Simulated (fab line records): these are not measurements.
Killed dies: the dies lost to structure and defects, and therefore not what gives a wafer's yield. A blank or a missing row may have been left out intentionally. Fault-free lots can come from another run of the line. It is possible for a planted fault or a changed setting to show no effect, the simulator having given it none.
Which tool was responsible? | flow gf180mcu | Sampling: 14 lots, 42 wafers, 4 of 602 route steps

WHAT THE GAUGES READ, wafer by wafer
No reading from a measuring or inspecting step in the record can be judged against a usual standard deviation.

EACH LOT AND THE TOOL THAT RAN IT (in order: tool; ch and the chambers of the sampled wafers; start)
lot  | GF_STI_ETCH_14                  | GF_VT_IMPLANT_IMPLANT_19        | GF_M1_SPUTTER_01             | GF_M1_SPUTTER_03
L604 | rie si-02 ch 0,2,3, day 2 01:25 | implanter-02 ch 0, day 6 10:08  | pvd sputter-04, day 16 09:16 | pvd sputter-04, day 16 09:20
L605 | rie si-01 ch 0,1, day 2 07:51   | implanter-01 ch 0, day 6 22:38  | pvd sputter-04, day 17 01:32 | pvd sputter-04, day 17 01:36
L607 | rie si-02 ch 0,3, day 2 16:31   | implanter-01 ch 0, day 7 07:02  | pvd sputter-03, day 17 10:19 | pvd sputter-03, day 17 10:22
L608 | rie si-01 ch 0,1,2, day 3 01:30 | implanter-01 ch 0, day 7 11:22  | pvd sputter-01, day 17 19:20 | pvd sputter-01, day 17 19:24
L609 | rie si-02 ch 1,2, day 3 05:01   | implanter-03 ch 0, day 7 16:49  | pvd sputter-04, day 18 03:05 | pvd sputter-04, day 18 03:09
L612 | rie si-01 ch 0,2,3, day 3 19:51 | implanter-03 ch 0, day 8 10:36  | pvd sputter-03, day 19 11:25 | pvd sputter-03, day 19 11:28
L616 | rie si-02 ch 0,1,3, day 4 15:00 | implanter-03 ch 0, day 9 09:07  | pvd sputter-04, day 20 14:12 | pvd sputter-04, day 20 14:16
L620 | rie si-01 ch 1,2,3, day 5 13:10 | implanter-02 ch 0, day 10 12:35 | pvd sputter-03, day 22 02:25 | pvd sputter-03, day 22 02:28
L622 | rie si-01 ch 0,1,2, day 5 21:38 | implanter-02 ch 0, day 11 00:30 | pvd sputter-04, day 22 19:27 | pvd sputter-04, day 22 19:31
L623 | rie si-02 ch 0,2, day 6 03:43   | implanter-02 ch 0, day 11 05:21 | pvd sputter-01, day 23 00:59 | pvd sputter-01, day 23 01:02
L624 | rie si-02 ch 0,1, day 6 09:07   | implanter-02 ch 0, day 11 11:55 | pvd sputter-03, day 23 06:08 | pvd sputter-03, day 23 06:11
L625 | rie si-02 ch 1,2,3, day 6 13:46 | implanter-03 ch 0, day 11 19:00 | pvd sputter-04, day 23 16:07 | pvd sputter-04, day 23 16:11
L626 | rie si-02 ch 1,2, day 6 19:04   | implanter-01 ch 0, day 12 00:17 | pvd sputter-04, day 23 20:48 | pvd sputter-04, day 23 20:52
L627 | rie si-01 ch 0,2,3, day 7 00:13 | implanter-02 ch 0, day 12 05:28 | pvd sputter-01, day 24 03:37 | pvd sputter-01, day 24 03:40
- GF_STI_ETCH_14: etches Si in HBr/Cl2/O2, target depth 360 nm, time 102.9 s.
- GF_VT_IMPLANT_IMPLANT_19
- GF_M1_SPUTTER_01: material TiN, target thk 30 nm, time 25 s.
- GF_M1_SPUTTER_03: material Ti, target thk 10 nm, time 6.7 s.

AS READ BY THE TOOLS THEMSELVES (means over the sampled wafers that have a number; for cases with no such wafer, the mark the record gives instead)
GF_STI_ETCH_14. Usual: chamber pressure mTorr 15.003 mTorr, standard deviation 0.015; drypump motor current A 5.6 A, standard deviation 0.4; oes product au 1.001 a.u., standard deviation 0.017; throttle valve pct 25.657 %, standard deviation 0.014.
lot  | tool      | chamber pressure mTorr (mTorr) | drypump motor current A (A) | oes product au (a.u.) | throttle valve pct (%) | flag
L604 | rie si-02 | 15.008                         | 5.6                         | 1.004                 | 25.646                 |
L605 | rie si-01 | 15.009                         | 5.8                         | 1.002                 | 25.665                 |
L607 | rie si-02 | 14.994                         | 5.6                         | 1.021                 | 25.639                 |
L608 | rie si-01 | 15.011                         | 5.6                         | 0.996                 | 25.656                 |
L609 | rie si-02 | 14.989                         | 5.7                         | 0.975                 | 25.672                 |
L612 | rie si-01 | 14.999                         | 5.4                         | 1.009                 | 25.662                 |
L616 | rie si-02 | 15.001                         | 5.7                         | 1.006                 | 25.657                 |
L620 | rie si-01 | 15.013                         | 5.3                         | 0.995                 | 25.669                 |
L622 | rie si-01 | 15.008                         | 5.6                         | 1.006                 | 25.661                 |
L623 | rie si-02 | 14.990                         | 5.3                         | 1.000                 | 25.663                 |
L624 | rie si-02 | 15.006                         | 5.4                         | 1.016                 | 25.656                 |
L625 | rie si-02 | 15.019                         | 5.8                         | 0.989                 | 25.662                 |
L626 | rie si-02 | 14.992                         | 5.7                         | 0.984                 | 25.665                 |
L627 | rie si-01 | 14.999                         | 5.4                         | 1.011                 | 25.651                 |

GF_VT_IMPLANT_IMPLANT_19. Usual: beam energy keV 100.00, standard deviation 0.031; tilt deg 6.999 degrees, standard deviation 0.02.
lot  | tool         | beam energy keV | tilt deg (degrees) | flag
L604 | implanter-02 | 100.01          | 6.992              |
L605 | implanter-01 | 100.01          | 6.975              |
L607 | implanter-01 | 99.99           | 6.967              |
L608 | implanter-01 | 100.04          | 7.003              |
L609 | implanter-03 | 100.00          | 6.988              |
L612 | implanter-03 | 97.75           | 7.016              | OFF
L616 | implanter-03 | 97.75           | 7.013              | OFF
L620 | implanter-02 | 100.03          | 6.989              |
L622 | implanter-02 | 99.98           | 7.019              |
L623 | implanter-02 | 99.98           | 7.026              |
L624 | implanter-02 | 100.00          | 6.996              |
L625 | implanter-03 | 100.01          | 7.022              |
L626 | implanter-01 | 100.05          | 6.981              |
L627 | implanter-02 | 100.02          | 6.991              |

GF_M1_SPUTTER_01. Usual: throttle valve pct at 29.9 %, with a standard deviation of 1.
lot  | tool           | throttle valve pct (%) | flag
L604 | pvd sputter-04 | 30.2                   |
L605 | pvd sputter-04 | 30.1                   |
L607 | pvd sputter-03 | 30.6                   |
L608 | pvd sputter-01 | 28.7                   |
L609 | pvd sputter-04 | 30.1                   |
L612 | pvd sputter-03 | 29.4                   |
L616 | pvd sputter-04 | 30.1                   |
L620 | pvd sputter-03 | 29.8                   |
L622 | pvd sputter-04 | 30.2                   |
L623 | pvd sputter-01 | 29.4                   |
L624 | pvd sputter-03 | 30.2                   |
L625 | pvd sputter-04 | 30.1                   |
L626 | pvd sputter-04 | 30.3                   |
L627 | pvd sputter-01 | 29.8                   |

GF_M1_SPUTTER_03. Usual: throttle valve pct at 29.9 %, with a standard deviation of 1.
lot  | tool           | throttle valve pct (%) | flag
L604 | pvd sputter-04 | 30.3                   |
L605 | pvd sputter-04 | 30.0                   |
L607 | pvd sputter-03 | 30.6                   |
L608 | pvd sputter-01 | 28.9                   |
L609 | pvd sputter-04 | 30.0                   |
L612 | pvd sputter-03 | 29.4                   |
L616 | pvd sputter-04 | 30.0                   |
L620 | pvd sputter-03 | 29.7                   |
L622 | pvd sputter-04 | 30.0                   |
L623 | pvd sputter-01 | 29.3                   |
L624 | pvd sputter-03 | 30.1                   |
L625 | pvd sputter-04 | 30.3                   |
L626 | pvd sputter-04 | 30.3                   |
L627 | pvd sputter-01 | 29.7                   |

THE ANSWER, worked out from the rows above alone
Rule: lot off if the mean of its wafers having a number is beyond 3 standard deviations from the usual mean. Also off: a lot with no number at a reading for which 4 or more lots have one. All remaining lots with rows at the step are treated as sound. After the gauges, taken in route order, come the tools' own readings; for these a lot's mean is taken, as printed above. The first step at which some lot is off is used, and at that step the reading that is off furthest; a lot without a number counts as furthest.
Off at GF_VT_IMPLANT_IMPLANT_19 (beam energy keV): L612, L616.
If a tool, at that step or one of the process steps before it, ran each lot that is off and ran no sound lot following the first of them, it fits. No candidate that was tried fits.

WHAT THE SIMULATOR PUT IN
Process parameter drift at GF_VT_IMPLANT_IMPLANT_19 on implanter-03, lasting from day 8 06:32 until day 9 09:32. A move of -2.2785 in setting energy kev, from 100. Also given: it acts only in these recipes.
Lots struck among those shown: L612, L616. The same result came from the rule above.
